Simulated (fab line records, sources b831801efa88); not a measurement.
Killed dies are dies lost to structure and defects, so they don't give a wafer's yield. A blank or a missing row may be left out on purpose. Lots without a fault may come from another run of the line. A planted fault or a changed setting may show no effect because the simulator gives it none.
fab line records | flow gf180mcu
record lots=24 wafers=72 last_day=34
route steps=602 shown V2@399 V3@450 M4@460 PASSIVATION@587
lots that met no fault: from a run of the same line without faults
start_h: hours from the record's first day to the start of the lot's first wafer shown | wait_h: hours since the lot's step before | " the same as in the row above | L1.1+2: a row that stands for several wafers | - no value, or no start given | * or withheld: withheld | < > ~ a bound
route shown NAME@n: a module of which the file shows steps, and the number in the route of the first | usual: mean/standard deviation of fault-free wafers | same: alike in all rows | chamber/n: place in a boat | sites: the reading at each site | _std_site: their standard deviation | _edge_site: outer sites' mean less inner sites' | radius_mm: how far each site lies from the wafer's centre | mask NAME#n: copy n | behind: the tool/chamber that last shaped the wafer | hold: why the lot was held/for how many hours/how that ended | device: the transistor (n, p or np) that didn't switch | end of line: the same wafers' tests at the end of the route | a step without rows: its recipe alone | killed: dies lost to structure and defects at the first sort, not the wafer's yield | map: a wafer's dies, x killed, . not, _ none there
set.NAME: the setting as run; set.NAME@STEP: as run at that earlier step | model.NAME: the simulator's own value behind a step, which no gauge read
steps of the route over a sample of lots; a table a step, a row a wafer
services: from which hour (start_h, from the record's first day; less than 0 if before it) a tool's chamber was out of use, for how many hours, and why
## steps
# step GF_V2_ETCH_17
# recipe chemistry=C4F8/O2/Ar mask_material=KrF target=SiO2 stop_on=TiN source_w=1500 bias_w=1200 pressure_mtorr=40 c4f8_flow_sccm=withheld O2_flow_sccm=6 Ar_flow_sccm=300 time_s=withheld target_depth_a=6300
# usual chamber_pressure_mTorr=40.00/0.042 oes_product_au=0.856/0.0048
# columns lot.wafer tool chamber start_h wait_h chamber_pressure_mTorr oes_product_au
L074.1 rie_diel-03 2 - - 39.90 0.862
L074.3 " 1 " " 39.93 0.847
L074.5 " 2 " " 40.07 0.862
L075.1 rie_diel-04 2 - - 39.98 0.856
L075.2 " 0 " " 40.03 0.854
L075.3 " 3 " " 39.98 0.853
L076.1 rie_diel-01 2 - - 39.97 0.858
L076.5 " 0 " " 40.01 0.855
L076.6 " 3 " " 39.99 0.856
L077.1 rie_diel-04 0 - - 39.95 0.855
L077.3 " 3 " " 39.98 0.857
L077.4 " 2 " " 39.82 0.850
L078.1 rie_diel-04 1 - - 40.04 0.849
L078.2 " 3 " " 40.07 0.870
L078.5 " 0 " " 40.07 0.845
L079.1 rie_diel-04 1 - - 39.99 0.854
L079.3 " 2 " " 39.95 0.856
L079.4 " 0 " " 39.95 0.858
L080.3 rie_diel-04 0 - - 40.05 0.869
L080.5 " 0 " " 40.02 0.861
L080.6 " 3 " " 39.99 0.856
L081.3 rie_diel-04 0 - - 40.02 0.850
L081.5 " 3 " " 40.03 0.861
L081.6 " 2 " " 39.94 0.858
L082.1 rie_diel-03 3 - - 39.97 0.859
L082.2 " 2 " " 40.00 0.858
L082.4 " 0 " " 40.02 0.853
L083.3 rie_diel-03 2 - - 39.98 0.854
L083.4 " 3 " " 40.02 0.858
L083.6 " 0 " " 39.94 0.853
L084.2 rie_diel-01 1 - - 40.06 0.858
L084.4 " 1 " " 40.01 0.858
L084.5 " 0 " " 39.97 0.861
L085.2 rie_diel-01 1 - - 40.04 0.863
L085.3 " 3 " " 39.94 0.855
L085.6 " 2 " " 40.07 0.859
L086.2 rie_diel-04 2 - - 39.96 0.860
L086.4 " 0 " " 39.94 0.861
L086.6 " 3 " " 40.03 0.852
L087.1 rie_diel-01 1 - - 40.07 0.855
L087.2 " 0 " " 40.00 0.856
L087.4 " 3 " " 39.95 0.857
L088.1 rie_diel-01 1 - - 39.99 0.857
L088.2 " 3 " " 40.01 0.857
L088.4 " 2 " " 39.90 0.861
L089.3 rie_diel-01 3 - - 40.04 0.857
L089.4 " 2 " " 40.01 0.864
L089.6 " 3 " " 39.95 0.856
L090.1 rie_diel-03 2 - - 39.94 0.854
L090.5 " 1 " " 39.99 0.853
L090.6 " 0 " " 39.97 0.851
L091.1 rie_diel-03 0 - - 40.02 0.850
L091.5 " 2 " " 39.99 0.857
L091.6 " 1 " " 39.94 0.861
L092.1 rie_diel-03 1 - - 39.97 0.848
L092.2 " 0 " " 39.99 0.856
L092.3 " 2 " " 39.97 0.849
L093.2 rie_diel-03 3 - - 40.04 0.855
L093.3 " 1 " " 40.02 0.855
L093.6 " 1 " " 40.03 0.854
L094.1 rie_diel-04 0 - - 39.98 0.855
L094.2 " 2 " " 40.03 0.857
L094.4 " 1 " " 40.04 0.867
L095.3 rie_diel-04 3 - - 39.95 0.849
L095.4 " 2 " " 39.95 0.858
L095.6 " 2 " " 39.95 0.851
L096.3 rie_diel-01 1 - - 39.93 0.860
L096.4 " 0 " " 40.01 0.862
L096.5 " 3 " " 40.01 0.850
L097.1 rie_diel-03 2 - - 39.94 0.859
L097.5 " 0 " " 39.96 0.858
L097.6 " 3 " " 40.02 0.848
# step GF_V2_STRIP_18
# recipe chemistry=O2/N2 power_w=1400 pressure_mtorr=1500 platen_temp_c=250 o2_flow_sccm=3000 n2_flow_sccm=300 overash_fraction=0.5
# usual chamber_pressure_mTorr=1500.0/1.4 drypump_motor_current_A=5.7/0.57 heater_power_w=353/43 oes_product_au=0.599/0.0049
# columns lot.wafer tool chamber start_h wait_h chamber_pressure_mTorr drypump_motor_current_A heater_power_w oes_product_au rf_hours_counter_h
L074.1 plasma_asher-04 0 467.60 - 1499.1 6.1 388 0.597 79
L074.3 " 1 " " 1501.1 6.6 400 0.606 -
L074.5 " 1 " " 1498.5 6.6 387 0.598 -
L075.1 plasma_asher-02 1 467.83 - 1500.1 5.7 306 0.605 4
L075.2 " 0 " " 1501.2 5.1 386 0.602 4
L075.3 " 0 " " 1498.8 5.1 382 0.600 -
L076.1 plasma_asher-03 1 484.70 - 1501.6 4.9 295 0.601 42
L076.5 " 0 " " 1496.9 5.6 328 0.603 -
L076.6 " 1 " " 1500.0 4.9 300 0.594 -
L077.1 plasma_asher-02 1 488.45 - 1498.7 5.7 295 0.592 6
L077.3 " 1 " " 1500.1 5.6 308 0.589 -
L077.4 " 0 " " 1500.9 5.1 395 0.594 -
L078.1 plasma_asher-03 1 501.05 - 1502.1 4.9 294 0.597 44
L078.2 " 0 " " 1499.1 5.6 325 0.594 44
L078.5 " 0 " " 1496.6 5.6 328 0.592 -
L079.1 plasma_asher-02 1 510.08 - 1499.8 5.7 301 0.593 8
L079.3 " 1 " " 1500.6 5.7 307 0.600 -
L079.4 " 0 " " 1501.6 5.1 378 0.597 -
L080.3 plasma_asher-02 0 524.44 - 1498.6 5.1 374 0.598 -
L080.5 " 1 " " 1499.0 5.7 301 0.600 -
L080.6 " 0 " " 1499.7 5.1 379 0.596 -
L081.3 plasma_asher-03 0 530.94 - 1501.0 5.6 326 0.592 -
L081.5 " 0 " " 1500.4 5.6 329 0.596 -
L081.6 " 1 " " 1500.2 4.9 297 0.594 -
L082.1 plasma_asher-04 0 540.93 - 1502.9 6.1 397 0.598 86
L082.2 " 1 " " 1501.2 6.6 390 0.604 86
L082.4 " 0 " " 1501.1 6.1 381 0.593 -
L083.3 plasma_asher-02 0 547.79 - 1499.1 5.1 388 0.596 -
L083.4 " 1 " " 1499.7 5.7 314 0.598 -
L083.6 " 1 " " 1498.1 5.7 303 0.600 -
L084.2 plasma_asher-02 1 552.08 - 1504.3 5.7 309 0.607 13
L084.4 " 0 " " 1501.0 5.1 382 0.603 -
L084.5 " 1 " " 1498.4 5.6 307 0.602 -
L085.2 plasma_asher-04 1 558.86 - 1502.5 6.6 397 0.602 88
L085.3 " 1 " " 1499.4 6.6 399 0.606 -
L085.6 " 1 " " 1499.5 6.6 393 0.601 -
L086.2 plasma_asher-03 0 574.25 - 1499.9 5.6 321 0.607 51
L086.4 " 0 " " 1503.4 5.6 323 0.596 -
L086.6 " 1 " " 1497.9 4.9 295 0.601 -
L087.1 plasma_asher-04 0 579.40 - 1499.4 6.1 398 0.607 90
L087.2 " 1 " " 1498.9 6.6 386 0.598 90
L087.4 " 1 " " 1498.8 6.6 399 0.605 -
L088.1 plasma_asher-04 0 584.31 - 1500.5 6.1 395 0.601 91
L088.2 " 1 " " 1498.3 6.6 391 0.606 91
L088.4 " 1 " " 1498.4 6.6 397 0.594 -
L089.3 plasma_asher-04 0 593.49 - 1500.2 6.1 398 0.596 -
L089.4 " 1 " " 1501.2 6.6 394 0.595 -
L089.6 " 1 " " 1499.0 6.6 393 0.599 -
L090.1 plasma_asher-03 1 599.15 - 1500.3 4.9 293 0.597 54
L090.5 " 0 " " 1499.1 5.6 323 0.602 -
L090.6 " 1 " " 1499.5 4.9 286 0.596 -
L091.1 plasma_asher-04 1 605.55 - 1499.4 6.6 393 0.602 93
L091.5 " 1 " " 1503.0 6.6 391 0.601 -
L091.6 " 0 " " 1499.9 6.1 391 0.596 -
L092.1 plasma_asher-02 1 610.78 - 1500.8 5.7 306 0.606 20
L092.2 " 0 " " 1500.9 5.1 390 0.602 20
L092.3 " 0 " " 1501.7 5.1 379 0.601 -
L093.2 plasma_asher-03 0 626.43 - 1499.4 5.6 326 0.608 57
L093.3 " 1 " " 1499.7 4.9 291 0.598 -
L093.6 " 1 " " 1498.6 4.9 297 0.606 -
L094.1 plasma_asher-04 1 628.96 - 1499.0 6.6 394 0.599 96
L094.2 " 0 " " 1499.9 6.1 403 0.589 96
L094.4 " 0 " " 1501.5 6.1 402 0.596 -
L095.3 plasma_asher-03 0 635.74 - 1501.0 5.6 316 0.583 -
L095.4 " 1 " " 1500.1 4.9 291 0.602 -
L095.6 " 0 " " 1500.4 5.6 323 0.595 -
L096.3 plasma_asher-04 1 644.64 - 1498.9 6.6 387 0.594 -
L096.4 " 0 " " 1500.4 6.1 389 0.606 -
L096.5 " 1 " " 1500.2 6.6 387 0.600 -
L097.1 plasma_asher-02 0 654.96 - 1500.8 5.1 377 0.594 24
L097.5 " 0 " " 1498.3 5.2 375 0.598 -
L097.6 " 1 " " 1497.9 5.7 314 0.594 -
# step GF_V2_THK_MEAS_25
# recipe thk_meas_gauge=xrf reads=W_of_V2_CVD_23
# usual V2_W_THK=347/6
# columns lot.wafer tool chamber start_h wait_h V2_W_THK[nm]
L074.1 film_metro-04 - 468.47 0.1 348
L074.3 " - " " 342
L074.5 " - " " 348
L075.1 film_metro-02 - 468.71 0.1 349
L075.2 " - " " 357
L075.3 " - " " 355
L076.1 film_metro-03 - 485.60 0.1 350
L076.5 " - " " 345
L076.6 " - " " 356
L077.1 film_metro-03 - 489.32 0.1 345
L077.3 " - " " 355
L077.4 " - " " 345
L078.1 film_metro-02 - 501.96 0.1 340
L078.2 " - " " 345
L078.5 " - " " 340
L079.1 film_metro-04 - 511.02 0.1 342
L079.3 " - " " 354
L079.4 " - " " 344
L080.3 film_metro-03 - 525.31 0.1 355
L080.5 " - " " 353
L080.6 " - " " 352
L081.3 film_metro-04 - 531.82 0.1 339
L081.5 " - " " 340
L081.6 " - " " 347
L082.1 film_metro-02 - 541.83 0.1 345
L082.2 " - " " 352
L082.4 " - " " 349
L083.3 film_metro-02 - 548.65 0.1 343
L083.4 " - " " 352
L083.6 " - " " 353
L084.2 film_metro-02 - 552.97 0.1 352
L084.4 " - " " 350
L084.5 " - " " 350
L085.2 film_metro-04 - 559.80 0.1 337
L085.3 " - " " 348
L085.6 " - " " 346
L086.2 film_metro-04 - 575.48 0.1 335
L086.4 " - " " 337
L086.6 " - " " 346
L087.1 film_metro-04 - 580.39 0.1 348
L087.2 " - " " 345
L087.4 " - " " 334
L088.1 film_metro-02 - 585.19 0.1 356
L088.2 " - " " 349
L088.4 " - " " 349
L089.3 film_metro-02 - 594.48 0.1 343
L089.4 " - " " 357
L089.6 " - " " 355
L090.1 film_metro-02 - 600.02 0.1 348
L090.5 " - " " 349
L090.6 " - " " 357
L091.1 film_metro-02 - 606.42 0.1 347
L091.5 " - " " 345
L091.6 " - " " 359
L092.1 film_metro-04 - 611.65 0.1 344
L092.2 " - " " 351
L092.3 " - " " 336
L093.2 film_metro-03 - 627.30 0.1 347
L093.3 " - " " 340
L093.6 " - " " 348
L094.1 film_metro-03 - 629.82 0.1 350
L094.2 " - " " 352
L094.4 " - " " 344
L095.3 film_metro-04 - 636.62 0.1 349
L095.4 " - " " 343
L095.6 " - " " 338
L096.3 film_metro-04 - 645.53 0.1 352
L096.4 " - " " 344
L096.5 " - " " 342
L097.1 film_metro-04 - 655.83 0.1 345
L097.5 " - " " 349
L097.6 " - " " 337
# step GF_V3_SPUTTER_21
# recipe material=Ti target_thk_nm=15 chamber_pressure_pa=5 power_w=2500 substrate_temp_c=200 time_s=80.02
# usual throttle_valve_pct=29.9/0.83
# columns lot.wafer tool chamber start_h wait_h throttle_valve_pct
L074.1 pvd_sputter-02 - 519.07 0.0 30.0
L074.3 " - " " 30.4
L074.5 " - " " 29.1
L075.1 pvd_sputter-01 - 519.38 0.0 29.7
L075.2 " - " " 28.7
L075.3 " - " " 29.2
L076.1 pvd_sputter-03 - 535.16 0.0 31.3
L076.5 " - " " 31.1
L076.6 " - " " 29.7
L077.1 pvd_sputter-01 - 538.67 0.0 29.6
L077.3 " - " " 28.7
L077.4 " - " " 28.9
L078.1 pvd_sputter-01 - 550.55 0.0 29.6
L078.2 " - " " 31.2
L078.5 " - " " 29.3
L079.1 pvd_sputter-01 - 559.57 0.0 28.7
L079.3 " - " " 29.9
L079.4 " - " " 28.8
L080.3 pvd_sputter-02 - 573.34 0.0 30.2
L080.5 " - " " 29.7
L080.6 " - " " 29.1
L081.3 pvd_sputter-03 - 580.21 0.0 31.1
L081.5 " - " " 29.9
L081.6 " - " " 29.2
L082.1 pvd_sputter-01 - 589.36 0.0 29.8
L082.2 " - " " 28.5
L082.4 " - " " 29.0
L083.3 pvd_sputter-02 - 594.34 0.0 29.7
L083.4 " - " " 30.4
L083.6 " - " " 29.0
L084.2 pvd_sputter-02 - 599.37 0.0 30.6
L084.4 " - " " 30.7
L084.5 " - " " 29.9
L085.2 pvd_sputter-01 - 605.73 0.0 31.0
L085.3 " - " " 29.1
L085.6 " - " " 28.7
L086.2 pvd_sputter-01 - 620.37 0.0 29.0
L086.4 " - " " 28.6
L086.6 " - " " 28.8
L087.1 pvd_sputter-02 - 625.88 0.0 29.2
L087.2 " - " " 30.3
L087.4 " - " " 30.1
L088.1 pvd_sputter-03 - 629.89 0.0 31.0
L088.2 " - " " 31.2
L088.4 " - " " 30.2
L089.3 pvd_sputter-02 - 638.09 0.0 30.5
L089.4 " - " " 30.3
L089.6 " - " " 29.1
L090.1 pvd_sputter-01 - 643.71 0.0 28.6
L090.5 " - " " 29.8
L090.6 " - " " 28.6
L091.1 pvd_sputter-02 - 650.39 0.0 30.6
L091.5 " - " " 30.4
L091.6 " - " " 30.7
L092.1 pvd_sputter-03 - 654.27 0.0 31.4
L092.2 " - " " 31.4
L092.3 " - " " 30.0
L093.2 pvd_sputter-02 - 669.62 0.0 30.8
L093.3 " - " " 30.6
L093.6 " - " " 30.6
L094.1 pvd_sputter-02 - 672.79 0.0 30.6
L094.2 " - " " 30.1
L094.4 " - " " 29.1
L095.3 pvd_sputter-02 - 677.88 0.0 30.4
L095.4 " - " " 29.8
L095.6 " - " " 29.8
L096.3 pvd_sputter-02 - 686.92 0.0 30.3
L096.4 " - " " 29.1
L096.5 " - " " 29.8
L097.1 pvd_sputter-02 - 696.75 0.0 30.2
L097.5 " - " " 29.0
L097.6 " - " " 30.1
# step GF_M4_SPUTTER_04
# recipe material=TiN target_thk_nm=50 power_w=6500 time_s=41.7 chamber_pressure_pa=0.4
# usual throttle_valve_pct=30.2/0.88
# columns lot.wafer tool chamber start_h wait_h throttle_valve_pct
L074.1 pvd_sputter-04 - 519.94 0.0 30.5
L074.3 " - " " 29.7
L074.5 " - " " 30.6
L075.1 pvd_sputter-02 - 520.25 0.0 30.7
L075.2 " - " " 29.8
L075.3 " - " " 30.5
L076.1 pvd_sputter-02 - 536.03 0.0 28.9
L076.5 " - " " 30.3
L076.6 " - " " 30.5
L077.1 pvd_sputter-04 - 539.54 0.0 31.2
L077.3 " - " " 29.5
L077.4 " - " " 28.4
L078.1 pvd_sputter-02 - 551.42 0.0 29.9
L078.2 " - " " 30.5
L078.5 " - " " 30.4
L079.1 pvd_sputter-03 - 560.69 0.0 31.2
L079.3 " - " " 30.9
L079.4 " - " " 30.2
L080.3 pvd_sputter-03 - 575.41 0.0 31.5
L080.5 " - " " 31.2
L080.6 " - " " 28.8
L081.3 pvd_sputter-02 - 581.33 0.0 30.3
L081.5 " - " " 30.6
L081.6 " - " " 28.9
L082.1 pvd_sputter-03 - 590.32 0.0 31.3
L082.2 " - " " 31.1
L082.4 " - " " 28.7
L083.3 pvd_sputter-04 - 595.21 0.0 28.7
L083.4 " - " " 29.8
L083.6 " - " " 30.9
L084.2 pvd_sputter-03 - 600.24 0.0 31.4
L084.4 " - " " 28.8
L084.5 " - " " 30.8
L085.2 pvd_sputter-03 - 606.60 0.0 30.9
L085.3 " - " " 28.8
L085.6 " - " " 31.1
L086.2 pvd_sputter-03 - 621.25 0.0 31.5
L086.4 " - " " 31.2
L086.6 " - " " 31.2
L087.1 pvd_sputter-03 - 626.75 0.0 29.9
L087.2 " - " " 31.3
L087.4 " - " " 31.2
L088.1 pvd_sputter-03 - 630.76 0.0 29.8
L088.2 " - " " 31.1
L088.4 " - " " 31.2
L089.3 pvd_sputter-03 - 638.97 0.0 31.2
L089.4 " - " " 30.0
L089.6 " - " " 31.1
L090.1 pvd_sputter-03 - 644.59 0.0 28.7
L090.5 " - " " 31.1
L090.6 " - " " 31.1
L091.1 pvd_sputter-02 - 651.27 0.0 29.1
L091.5 " - " " 29.0
L091.6 " - " " 30.4
L092.1 pvd_sputter-04 - 655.14 0.0 31.0
L092.2 " - " " 30.0
L092.3 " - " " 29.6
L093.2 pvd_sputter-04 - 670.51 0.0 28.4
L093.3 " - " " 31.0
L093.6 " - " " 31.1
L094.1 pvd_sputter-03 - 673.66 0.0 30.1
L094.2 " - " " 31.2
L094.4 " - " " 29.1
L095.3 pvd_sputter-02 - 678.76 0.0 28.9
L095.4 " - " " 29.9
L095.6 " - " " 29.8
L096.3 pvd_sputter-02 - 687.99 0.0 28.8
L096.4 " - " " 30.4
L096.5 " - " " 29.1
L097.1 pvd_sputter-02 - 697.62 0.0 29.7
L097.5 " - " " 30.6
L097.6 " - " " 28.9
# step GF_PASSIVATION_CVD_00
# recipe material=SiO2 target_thk_nm=1000 precursor=TEOS temp_c=400 time_s=108.3 rf_w=600
# usual heater_power_w=653/94
# columns lot.wafer tool chamber start_h wait_h heater_power_w
L074.1 pecvd-02 0 656.01 0.0 515
L074.3 " 1 " " 699
L074.5 " 1 " " 747
L075.1 pecvd-01 0 656.76 0.0 778
L075.2 " 2 " " 827
L075.3 " 1 " " 726
L076.1 pecvd-02 2 669.71 0.0 715
L076.5 " 1 " " 617
L076.6 " 2 " " 755
L077.1 pecvd-02 2 673.13 0.0 718
L077.3 " 1 " " 695
L077.4 " 2 " " 761
L078.1 pecvd-04 0 682.72 0.0 573
L078.2 " 2 " " 494
L078.5 " 0 " " 606
L079.1 pecvd-02 0 690.08 0.0 533
L079.3 " 1 " " 732
L079.4 " 0 " " 585
L080.3 pecvd-04 2 702.68 0.0 637
L080.5 " 1 " " 814
L080.6 " 2 " " 495
L081.3 pecvd-01 0 708.23 0.0 669
L081.5 " 2 " " 790
L081.6 " 1 " " 716
L082.1 pecvd-04 0 715.29 0.0 591
L082.2 " 2 " " 503
L082.4 " 0 " " 625
L083.3 pecvd-02 2 720.05 0.0 758
L083.4 " 0 " " 621
L083.6 " 2 " " 616
L084.2 pecvd-02 2 726.42 0.0 628
L084.4 " 0 " " 584
L084.5 " 0 " " 606
L085.2 pecvd-04 0 729.63 0.0 575
L085.3 " 1 " " 797
L085.6 " 2 " " 507
L086.2 pecvd-04 2 742.70 0.0 538
L086.4 " 0 " " 492
L086.6 " 1 " " 733
L087.1 pecvd-02 1 747.69 0.0 735
L087.2 " 2 " " 759
L087.4 " 1 " " 592
L088.1 pecvd-02 0 750.65 0.0 598
L088.2 " 2 " " 782
L088.4 " 2 " " 611
L089.3 pecvd-04 1 755.64 0.0 808
L089.4 " 1 " " 651
L089.6 " 2 " " 614
L090.1 pecvd-04 0 763.35 0.0 571
L090.5 " 0 " " 612
L090.6 " 2 " " 615
L091.1 pecvd-01 0 767.33 0.0 778
L091.5 " 0 " " 622
L091.6 " 1 " " 759
L092.1 pecvd-02 0 770.13 0.0 557
L092.2 " 1 " " 668
L092.3 " 2 " " 745
L093.2 pecvd-04 2 783.35 0.0 615
L093.3 " 0 " " 606
L093.6 " 1 " " 644
L094.1 pecvd-02 1 786.84 0.0 655
L094.2 " 0 " " 554
L094.4 " 2 " " 606
L095.3 pecvd-04 0 789.61 0.0 609
L095.4 " 0 " " 483
L095.6 " 1 " " 653
L096.3 pecvd-02 2 797.34 0.0 761
L096.4 " 2 " " 614
L096.5 " 1 " " 602
L097.1 pecvd-02 2 804.93 0.0 743
L097.5 " 0 " " 596
L097.6 " 2 " " 607
## services
# columns tool chamber start_h hours kind
pvd_sputter-02 - 474.44 3.5 repair
pecvd-02 - 489.20 0.8 repair
pvd_sputter-02 - 491.33 12.8 repair
rie_diel-03 3 524.28 2.4 repair
rie_diel-04 1 531.61 5.4 repair
pecvd-04 - 570.04 0.3 repair
rie_diel-04 - 578.94 14.6 pm
rie_diel-03 3 597.70 22.7 repair
rie_diel-04 0 598.15 14.9 repair
pvd_sputter-01 - 615.46 2.5 repair
pvd_sputter-02 - 617.70 6.2 repair
pecvd-04 - 640.10 0.8 repair
pvd_sputter-03 - 677.38 1.3 repair
rie_diel-04 1 695.06 9.2 repair
pecvd-02 1 712.69 14.3 repair
rie_diel-04 - 722.45 2.5 repair
rie_diel-04 1 728.34 10.9 repair
plasma_asher-04 - 733.75 9.0 pm
rie_diel-04 2 755.88 55.9 repair
pecvd-02 - 757.48 1.6 repair
rie_diel-04 1 759.32 9.2 repair
pecvd-02 - 778.47 1.3 repair
pecvd-04 - 799.38 14.0 pm
pvd_sputter-02 - 802.36 2.9 repair
## key
fault none
